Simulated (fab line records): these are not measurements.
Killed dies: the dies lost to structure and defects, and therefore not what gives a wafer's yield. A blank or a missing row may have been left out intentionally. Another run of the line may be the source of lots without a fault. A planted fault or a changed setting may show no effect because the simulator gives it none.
The tool behind it: which one? | flow gf180mcu | Sampling: 13 lots, 39 wafers, 5 of 602 route steps

== WHAT EACH GAUGE READ, for each wafer ==
GF_MVPSD_OVL_MEAS_07.
lot  | measured     | on         | MVPSD_OVL (nm)
L219 | day 4 23:57  | overlay-01 | -0.4 0.3 0.7
L220 | day 5 06:09  | overlay-01 | 0.7 0.5 0.1
L221 | day 5 10:24  | overlay-01 | 2.5 0.7 1.6
L225 | day 6 11:15  | overlay-02 | 0.0 0.1 0.0
L226 | day 6 17:55  | overlay-02 | 0.4 1.3 -1.2
L227 | day 6 23:12  | overlay-02 | -1.8 0.7 -1.0
L228 | day 7 09:58  | overlay-01 | 0.7 0.6 0.0
L229 | day 7 13:34  | overlay-02 | -1.2 -0.1 -2.0
L230 | day 7 20:26  | overlay-02 | 0.5 0.5 1.3
L231 | day 8 00:53  | overlay-01 | 0.2 0.6 -0.6
L232 | day 8 07:33  | overlay-01 | 0.7 0.3 0.4
L236 | day 9 05:19  | overlay-02 | -1.1 -0.4 0.3
L242 | day 10 17:22 | overlay-02 | 2.0 1.8 0.7

GF_POLY_GATE_CD_MEAS_18.
lot  | measured     | on       | cdNm (nm)
L219 | day 9 09:28  | cdSem-02 | 278.3 278.9 277.8
L220 | day 9 19:06  | cdSem-01 | 279.0 278.8 278.5
L221 | day 9 20:23  | cdSem-02 | 278.4 278.7 277.5
L225 | day 11 06:07 | cdSem-02 | 277.3 276.5 275.9
L226 | day 11 14:37 | cdSem-02 | 283.5 280.7 280.6
L227 | day 11 14:38 | cdSem-01 | 277.9 277.4 278.3
L228 | day 12 00:32 | cdSem-02 | 282.9 280.6 280.7
L229 | day 12 08:49 | cdSem-02 | 278.3 277.0 278.2
L230 | day 12 13:20 | cdSem-02 | 280.6 277.7 279.0
L231 | day 12 18:49 | cdSem-01 | 278.8 276.6 278.2
L232 | day 13 05:32 | cdSem-01 | 281.1 281.1 280.5
L236 | day 14 06:53 | cdSem-01 | 276.5 277.9 277.4
L242 | day 16 03:29 | cdSem-01 | 279.3 275.5 279.3

GF_HV_LDD_CD_MEAS_19: target cd 400 nm.
lot  | measured     | on       | cdNm (nm)
L219 | day 10 19:35 | cdSem-02 | 401.1 400.0 398.5
L220 | day 11 06:58 | cdSem-02 | 398.7 396.5 397.0
L221 | day 11 08:51 | cdSem-02 | 395.6 396.3 397.1
L225 | day 12 20:11 | cdSem-02 | 396.3 396.9 396.4
L226 | day 13 07:11 | cdSem-02 | 399.2 399.9 401.0
L227 | day 13 06:55 | cdSem-01 | 400.6 400.2 399.8
L228 | day 13 15:59 | cdSem-02 | 396.8 399.3 399.9
L229 | day 14 00:48 | cdSem-02 | 395.8 395.7 399.2
L230 | day 14 05:21 | cdSem-02 | 400.5 400.8 400.6
L231 | day 14 12:18 | cdSem-01 | 395.1 395.2 398.2
L232 | day 14 23:35 | cdSem-01 | 401.8 402.9 401.0
L236 | day 16 01:59 | cdSem-02 | 397.5 396.6 398.6
L242 | day 18 01:23 | cdSem-02 | 311.1 402.0 398.8

== WHAT TOOL EACH LOT RAN ON (gives the tool, then ch and the chambers of the sampled wafers, and finally the start) ==
lot  | GF_VT_IMPLANT_STRIP_42              | GF_HV_LDD_DEVELOP_18
L219 | plasmaAsher-02 ch 0,1, day 7 12:20  | lithoTrack-02 ch 0, day 10 19:26
L220 | plasmaAsher-04 ch 0,1, day 7 19:08  | lithoTrack-02 ch 0, day 11 06:49
L221 | plasmaAsher-02 ch 0,1, day 8 00:34  | lithoTrack-01 ch 0, day 11 08:43
L225 | plasmaAsher-01 ch 0,1, day 9 04:27  | lithoTrack-01 ch 0, day 12 20:02
L226 | plasmaAsher-01 ch 0,1, day 9 12:08  | lithoTrack-03 ch 0, day 13 07:02
L227 | plasmaAsher-02 ch 0,1, day 9 16:38  | lithoTrack-03 ch 0, day 13 06:46
L228 | plasmaAsher-02 ch 0,1, day 10 05:03 | lithoTrack-01 ch 0, day 13 15:50
L229 | plasmaAsher-01 ch 0,1, day 10 08:59 | lithoTrack-01 ch 0, day 14 00:39
L230 | plasmaAsher-01 ch 0,1, day 10 15:06 | lithoTrack-01 ch 0, day 14 05:12
L231 | plasmaAsher-02 ch 0,1, day 10 21:23 | lithoTrack-01 ch 0, day 14 12:09
L232 | plasmaAsher-01 ch 0,1, day 11 04:08 | lithoTrack-03 ch 0, day 14 23:26
L236 | plasmaAsher-02 ch 0,1, day 12 05:39 | lithoTrack-02 ch 0, day 16 01:50
L242 | plasmaAsher-04 ch 0,1, day 13 23:43 | lithoTrack-02 ch 0, day 18 01:14
- GF_VT_IMPLANT_STRIP_42: strips in O2/N2.
- GF_HV_LDD_DEVELOP_18: develop time 60 s.

== WHAT THE TOOLS THEMSELVES READ (means of the sampled wafers that have a number; where no wafer has one, the mark that the record gives instead) ==
GF_VT_IMPLANT_STRIP_42.
lot  | tool           | drypumpMotorCurrentA (A) | heaterPowerW (W) | o2FlowSccm (sccm) | oesProductAu (a.u.) | stripTimeToEndpointS (s)
L219 | plasmaAsher-02 | 5.9                      | 350              | 3001              | 0.714               | 12.60
L220 | plasmaAsher-04 | 5.4                      | 285              | 2991              | 0.719               | 12.67
L221 | plasmaAsher-02 | 5.9                      | 352              | 3007              | 0.713               | 12.58
L225 | plasmaAsher-01 | 5.4                      | 340              | 3004              | 0.714               | 12.59
L226 | plasmaAsher-01 | 5.5                      | 342              | 3001              | 0.718               | 12.65
L227 | plasmaAsher-02 | 5.9                      | 350              | 2999              | 0.718               | 12.66
L228 | plasmaAsher-02 | 5.8                      | 352              | 2999              | 0.713               | 12.58
L229 | plasmaAsher-01 | 5.5                      | 342              | 2991              | 0.713               | 12.63
L230 | plasmaAsher-01 | 5.4                      | 339              | 3006              | 0.716               | 12.66
L231 | plasmaAsher-02 | 5.9                      | 341              | 3001              | 0.721               | 12.60
L232 | plasmaAsher-01 | 5.4                      | 333              | 2998              | 0.718               | 12.61
L236 | plasmaAsher-02 | 6.1                      | 375              | 3001              | 0.715               | 12.60
L242 | plasmaAsher-04 | 5.4                      | 285              | 3001              | 0.717               | 12.59

== THE ANSWER, worked out from the rows above alone ==
Rule: usual is defined by the lots themselves. Put in order of their means at a reading, lots are off if they are a third of the lots or fewer, leave a main group of 4 or more, and stand apart from it by a gap of 3 or more times the standard deviation of the main group's means; of several such gaps the widest counts. The tables above print the reading to a certain number of digits; a main group whose means all agree to those digits is not used. Also off: a lot with no number at a reading for which 4 or more lots have one. Where the step has rows for the other lots, those lots are counted as sound. After the gauges, taken in route order, come the tools' own readings; for these a lot's mean is taken, as printed above. The first step at which some lot is off is used, and at that step the reading that is off furthest; a lot without a number counts as furthest.
Off: L242, at GF_HV_LDD_CD_MEAS_19 (cdNm). The main group has a mean of 398.5 nm with a standard deviation of 1.9.
A tool fits if, at a process step before that reading, it ran every lot that is off, and no sound lot after the first of them. Not tried: the gauges at GF_HV_LDD_CD_MEAS_19; whatever is off there is also off at GF_VT_IMPLANT_STRIP_42, on other tools, and gauge error can't account for it. 2 tools fit, plasmaAsher-04 at GF_VT_IMPLANT_STRIP_42 and lithoTrack-02 at GF_HV_LDD_DEVELOP_18, so this cannot tell which one it is.

== WHAT THE SIMULATOR HAD INSERTED ==
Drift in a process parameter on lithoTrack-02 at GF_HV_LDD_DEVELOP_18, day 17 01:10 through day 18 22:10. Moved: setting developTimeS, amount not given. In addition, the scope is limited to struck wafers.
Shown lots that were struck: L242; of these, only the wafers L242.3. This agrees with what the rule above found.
